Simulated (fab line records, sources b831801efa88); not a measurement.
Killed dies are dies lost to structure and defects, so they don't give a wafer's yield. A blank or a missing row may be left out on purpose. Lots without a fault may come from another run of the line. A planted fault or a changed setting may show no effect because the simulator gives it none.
A struck lot beside a sound one | flow gf180mcu | 34 steps out of a route of 602
Sound: wafers L732.1, L732.3, L732.5. Struck: wafers L738.1, L738.3, L738.6. The cause comes at the end.
At each step with rows: each side's tool, then ch and its chambers, then its first start. Under that, the readings that differ: sound wafers | struck wafers | difference of the means | sigmas: that difference in standard deviations of wafers without a fault.
alike: readings whose means differ by less than 2 such deviations, and words and numbers that are the same on both sides. not compared: withheld readings, readings that some wafer has no value for, bounds like >300 that may hide the same value, and numbers for which the record gives no deviation and whose values overlap.
The two part at a step that has a row with sigmas, a row that says differs or no value, or rows on one side only. Numbers that don't overlap but have no deviation are shown without sigmas and don't part them. A reading that every wafer of one side lacks parts them only if that side has two wafers or more.

GF_STI_BOW_MEAS_00:
  sound on film_metro-03, day 1 10:00; struck on film_metro-02, day 2 16:00
  alike: INCOMING_BOW
then, 1 step without rows for these wafers: GF_STI_OXIDATION_01 (stabilise 600 s, purge 300 s, target thk 10 nm).
GF_STI_THK_MEAS_02:
  sound on film_metro-01, day 1 11:37; struck on film_metro-03, day 2 17:31
  alike: STI_OXIDATION_THK
GF_STI_CVD_03: deposits Si3N4 from DCS/NH3, target thk 207.16 nm, time 3551 s.
  sound on lpcvd-01 ch 0, day 1 11:41; struck on lpcvd-02 ch 0, day 2 17:34
  alike: spike_tc_top_C
GF_STI_THK_MEAS_04:
  sound on film_metro-02, day 1 13:40; struck on film_metro-03, day 2 19:34
  alike: STI_CVD_03_THK
then, 7 steps without rows for these wafers: GF_STI_DEHYDRATE_05 (time 60 s); GF_STI_HMDS_06 (prime time 60 s); GF_STI_COAT_07 (resist thk 700 nm); GF_STI_SOFTBAKE_08 (time 60 s); GF_STI_EXPOSE_09 (exposes mask COMP, target cd 220 nm); GF_STI_PEB_10 (peb time 90 s); GF_STI_DEVELOP_11 (develop time 60 s).
GF_STI_CD_MEAS_12: target cd 220 nm.
  sound on cd_sem-02, day 2 01:15; struck on cd_sem-02, day 3 08:05
  alike: cd_nm
GF_STI_ETCH_13: etches the open film in CHF3/O2, stops on Si, target depth 282.31 nm, time 112.9 s.
  sound on rie_diel-03 ch 0,1,2, day 2 01:22; struck on rie_diel-01 ch 1,2, day 3 08:13
  alike: bias_w, drypump_motor_current_A, oes_product_au, throttle_valve_pct
  not compared: rf_hours_counter_h
GF_STI_ETCH_14: etches Si in HBr/Cl2/O2, target depth 360 nm, time 102.9 s.
  sound on rie_si-01 ch 1,2, day 2 01:26; struck on rie_si-01 ch 2,3, day 3 08:17
  alike: bias_w, drypump_motor_current_A, oes_product_au, throttle_valve_pct
  not compared: rf_hours_counter_h
GF_STI_STRIP_15: strips in O2/N2.
  sound on plasma_asher-01 ch 0,1, day 2 01:31; struck on plasma_asher-01 ch 0,1, day 3 08:22
  alike: drypump_motor_current_A, heater_power_w, n2_flow_sccm, oes_product_au, platen_temp_c, strip_time_to_endpoint_s
  not compared: rf_hours_counter_h
then, 6 steps without rows for these wafers: GF_STI_CLEAN_16 (cleans in dHF, time 25 s); GF_STI_WET_ETCH_17 (etches Si3N4 in H3PO4, target depth 45 nm, time 514 s); GF_STI_CLEAN_18 (cleans in SC1/SC2, time 150 s); GF_STI_CLEAN_19 (cleans in dHF, time 20 s); GF_STI_WET_ETCH_20 (etches SiO2 in dHF, target depth 20 nm, time 400 s); GF_STI_OXIDATION_21 (stabilise 600 s, purge 300 s, target thk 15 nm).
GF_STI_THK_MEAS_22:
  sound on film_metro-03, day 2 03:11; struck on film_metro-01, day 3 10:20
  alike: STI_OXIDATION_01_THK
then, 1 step without rows for these wafers: GF_STI_CVD_23 (deposits SiO2, target thk 650 nm, time 108.3 s).
GF_STI_THK_MEAS_24:
  sound on film_metro-03, day 2 03:19; struck on film_metro-03, day 3 10:28
  alike: STI_CVD_23_THK
GF_STI_CMP_25: polishes, stops on Si3N4, t overpolish 33 s, target thk 524.6 nm.
  sound on cmp-02 ch 0,1,3, day 2 03:29; struck on cmp-01 ch 0,1,3, day 3 10:37
  alike: motor_current_A, overpolish_run_s, time_to_endpoint_s
then, 4 steps without rows for these wafers: GF_STI_WET_ETCH_26 (etches SiO2 in dHF, target depth 94 nm, time 188 s); GF_STI_WET_ETCH_27 (etches Si3N4 in H3PO4, target depth 160 nm, time 1825 s); GF_STI_WET_ETCH_28 (etches SiO2 in dHF, target depth 20 nm, time 40 s); GF_STI_OXIDATION_29 (stabilise 600 s, purge 300 s, target thk 10 nm).
GF_STI_THK_MEAS_30:
  sound on film_metro-02, day 2 07:37; struck on film_metro-03, day 3 13:20
  reading                   | sound          | struck         | difference | sigmas
  STI_OXIDATION_02_THK (nm) | 9.52 9.55 9.50 | 9.91 9.91 9.83 | +0.36      | +2
then, 2 steps without rows for these wafers: GF_DNWELL_DEHYDRATE_00 (time 60 s); GF_DNWELL_HMDS_01 (prime time 60 s).
-- the record jumps here: 27 days lie between the struck wafers' starts before and after (it left off in module DNWELL and takes up again in module PASSIVATION, whose first step shown is number 602 of the route) --
GF_PASSIVATION_PROBE_99:
  the record has rows for the struck wafers here (prober-01, day 30 20:59) and none for the sound ones

WHERE THEY PART
First at GF_STI_THK_MEAS_30; last, within this record, at GF_PASSIVATION_PROBE_99.

WHY: what the simulator had put in
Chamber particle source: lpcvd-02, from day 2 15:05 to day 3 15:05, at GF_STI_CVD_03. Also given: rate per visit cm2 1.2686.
